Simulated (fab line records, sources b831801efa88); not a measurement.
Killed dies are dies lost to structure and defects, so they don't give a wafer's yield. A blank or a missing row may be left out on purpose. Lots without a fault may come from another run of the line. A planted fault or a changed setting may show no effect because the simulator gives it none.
Which tool did it? | flow sky130 | 14 lots, 42 wafers sampled, at 4 steps of a route of 708

WHAT THE GAUGES READ, wafer by wafer
SKY_VIA1_BOW_MEAS_03. Usual: VIA1_BOW 80 um, standard deviation 7.
lot  | measured     | on            | VIA1_BOW (um) | flag
L150 | day 33 17:20 | film_metro-03 | 78 77 82      |
L153 | day 34 19:30 | film_metro-03 | 63 76 82      |
L154 | day 35 04:48 | film_metro-04 | 86 76 78      |
L156 | day 35 16:14 | film_metro-03 | 79 74 84      |
L158 | day 36 10:28 | film_metro-04 | 85 86 89      |
L160 | day 36 20:56 | film_metro-04 | 81 90 79      |
L161 | day 37 09:49 | film_metro-01 | 75 84 74      |
L163 | day 38 02:17 | film_metro-01 | 69 71 77      |
L164 | day 38 04:17 | film_metro-03 | 91 77 84      |
L166 | day 38 13:49 | film_metro-01 | 91 77 76      |
L168 | day 39 14:06 | film_metro-01 | 83 97 77      |
L169 | day 39 15:11 | film_metro-01 | 73 80 91      |
L172 | day 40 11:48 | film_metro-04 | 74 80 88      |
L173 | day 40 20:32 | film_metro-04 | 73 92 75      |

SKY_VIA1_CD_MEAS_12: target cd 150 nm. Usual: cd_nm 150.3 nm, standard deviation 1.6.
lot  | measured     | on        | cd_nm (nm)        | flag
L150 | day 34 20:44 | cd_sem-02 | 150.1 149.5 149.7 |
L153 | day 35 22:04 | cd_sem-02 | 150.9 150.6 149.2 |
L154 | day 36 07:27 | cd_sem-02 | 149.1 149.0 149.4 |
L156 | day 36 18:28 | cd_sem-02 | 150.3 151.2 150.7 |
L158 | day 37 13:02 | cd_sem-02 | 151.1 150.0 150.0 |
L160 | day 37 23:44 | cd_sem-01 | 153.2 152.0 154.6 |
L161 | day 38 12:35 | cd_sem-02 | 148.2 147.3 149.2 |
L163 | day 39 03:35 | cd_sem-01 | 150.6 151.1 153.3 |
L164 | day 39 05:40 | cd_sem-01 | 149.1 150.0 149.7 |
L166 | day 39 14:58 | cd_sem-01 | 147.6 145.9 147.8 |
L168 | day 40 15:19 | cd_sem-01 | 150.4 150.4 149.4 |
L169 | day 40 16:19 | cd_sem-01 | 149.8 150.8 150.5 |
L172 | day 41 12:38 | cd_sem-01 | 150.7 150.4 152.0 |
L173 | day 41 20:50 | cd_sem-01 | 151.3 149.0 148.2 |

SKY_METAL2_RS_MEAS_05: measures by four-point-probe. Usual: METAL2_ALCU_RS 0.1270 ohm/sq, standard deviation 0.0014.
lot  | measured     | on            | METAL2_ALCU_RS (ohm/sq) | flag
L150 | day 34 22:23 | film_metro-01 | 0.1280 0.1286 0.1278    |
L153 | day 35 23:46 | film_metro-02 | 0.1266 0.1276 0.1277    |
L154 | day 36 09:04 | film_metro-02 | 0.1260 0.1257 0.1258    |
L156 | day 36 20:05 | film_metro-02 | 0.1254 0.1257 0.1268    |
L158 | day 37 14:39 | film_metro-01 | 0.1294 0.1313 0.1300    |
L160 | day 38 01:22 | film_metro-03 | 0.1274 0.1274 0.1276    |
L161 | day 38 14:13 | film_metro-01 | 0.1259 0.1272 0.1270    |
L163 | day 39 05:17 | film_metro-01 | 0.1262 0.1262 0.1253    |
L164 | day 39 07:19 | film_metro-01 | 0.1282 0.1274           |
L166 | day 39 16:47 | film_metro-03 | 0.1271                  |
L168 | day 40 16:55 | film_metro-02 | 0.1290 0.1292 0.1279    |
L169 | day 40 18:08 | film_metro-03 | 0.1267 0.1283 0.1271    |
L172 | day 41 14:15 | film_metro-01 | 0.1245 0.1258 0.1271    |
L173 | day 41 22:26 | film_metro-01 | 0.1256 0.1287 0.1262    |

WHICH TOOL RAN EACH LOT (tool, then ch and the chambers of the sampled wafers, then the start)
lot  | SKY_VIA1_CMP_24
L150 | cmp-01 ch 0,2,3, day 34 21:56
L153 | cmp-01 ch 1,2,3, day 35 23:22
L154 | cmp-02 ch 0,2, day 36 08:35
L156 | cmp-02 ch 0,1,2, day 36 19:44
L158 | cmp-01 ch 0,1,3, day 37 14:13
L160 | cmp-02 ch 2,3, day 38 00:57
L161 | cmp-01 ch 1,2, day 38 13:46
L163 | cmp-02 ch 1,2,3, day 39 04:52
L164 | cmp-02 ch 1,2, day 39 06:54
L166 | cmp-02 ch 1,2, day 39 16:23
L168 | cmp-01 ch 1,2,3, day 40 16:33
L169 | cmp-01 ch 1,2,3, day 40 17:41
L172 | cmp-01 ch 1,2, day 41 13:49
L173 | cmp-01 ch 0,1,2, day 41 22:02
- SKY_VIA1_CMP_24: polishes, stops on SiO2, t overpolish 15 s, target thk 0 nm.

WHAT THE TOOLS THEMSELVES READ (means of the sampled wafers that have a number; where no wafer has one, the mark that the record gives instead)
SKY_VIA1_CMP_24. Usual: head_pressure_psi 3.501 psi, standard deviation 0.0069; motor_current_A 10.9 A, standard deviation 1; overpolish_run_s 15.000 s, standard deviation 0.0098; time_to_endpoint_s 65.0 s, standard deviation 2.7.
lot  | tool   | head_pressure_psi (psi) | motor_current_A (A) | overpolish_run_s (s) | time_to_endpoint_s (s) | flag
L150 | cmp-01 | 3.504                   | 11.1                | 15.011               | 64.6                   |
L153 | cmp-01 | 3.502                   | 11.0                | 15.000               | 65.9                   |
L154 | cmp-02 | 3.495                   | 10.9                | 14.997               | 64.6                   |
L156 | cmp-02 | 3.501                   | 11.1                | 14.999               | 67.0                   |
L158 | cmp-01 | 3.506                   | 10.4                | 15.008               | 67.6                   |
L160 | cmp-02 | 3.500                   | 10.9                | 15.003               | 69.2                   |
L161 | cmp-01 | 3.495                   | 12.0                | 15.001               | 66.0                   |
L163 | cmp-02 | 3.500                   | 10.3                | 15.003               | 63.8                   |
L164 | cmp-02 | 3.495                   | 10.6                | 10.013               | 75.9                   | OFF
L166 | cmp-02 | 3.497                   | 10.4                | 5.023                | 89.4                   | OFF
L168 | cmp-01 | 3.503                   | 11.4                | 15.000               | 67.2                   |
L169 | cmp-01 | 3.498                   | 11.3                | 15.015               | 64.2                   |
L172 | cmp-01 | 3.498                   | 11.9                | 15.002               | 64.5                   |
L173 | cmp-01 | 3.503                   | 10.8                | 14.995               | 62.2                   |

THE ANSWER, worked out from the rows above alone
Rule: a lot is off if the mean of its wafers that have a number lies more than 3 standard deviations from the usual mean. A lot without any number at a reading at which 4 lots or more have one is off too. The other lots that the step has rows for count as sound. The gauges are gone through in route order, then the tools' own readings, and for those a lot's mean is taken as printed above. The first step at which some lot is off is used, and at that step the reading that is off furthest; a lot without a number counts as furthest.
Off: L164, L166, at SKY_VIA1_CMP_24 (overpolish_run_s).
A tool fits if, at that step or a process step before it, it ran every lot that is off, and no sound lot after the first of them. One fits: cmp-02 at SKY_VIA1_CMP_24. Its last sound lot is L163 (day 39 04:52), its first lot that is off L164 (day 39 06:54): a fault that began between those two fits.
The tool's own readings at SKY_VIA1_CMP_24 bear it out: on the lots that are off they differ by more than 5 times the standard deviation of the sound lots' means. overpolish_run_s reads 7.518 s there against 15.003 s on the sound lots; time_to_endpoint_s reads 82.7 s there against 65.6 s on the sound lots.

WHAT THE SIMULATOR HAD PUT IN
Process parameter drift: cmp-02, from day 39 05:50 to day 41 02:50, at SKY_VIA1_CMP_24. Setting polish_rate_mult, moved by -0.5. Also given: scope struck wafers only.
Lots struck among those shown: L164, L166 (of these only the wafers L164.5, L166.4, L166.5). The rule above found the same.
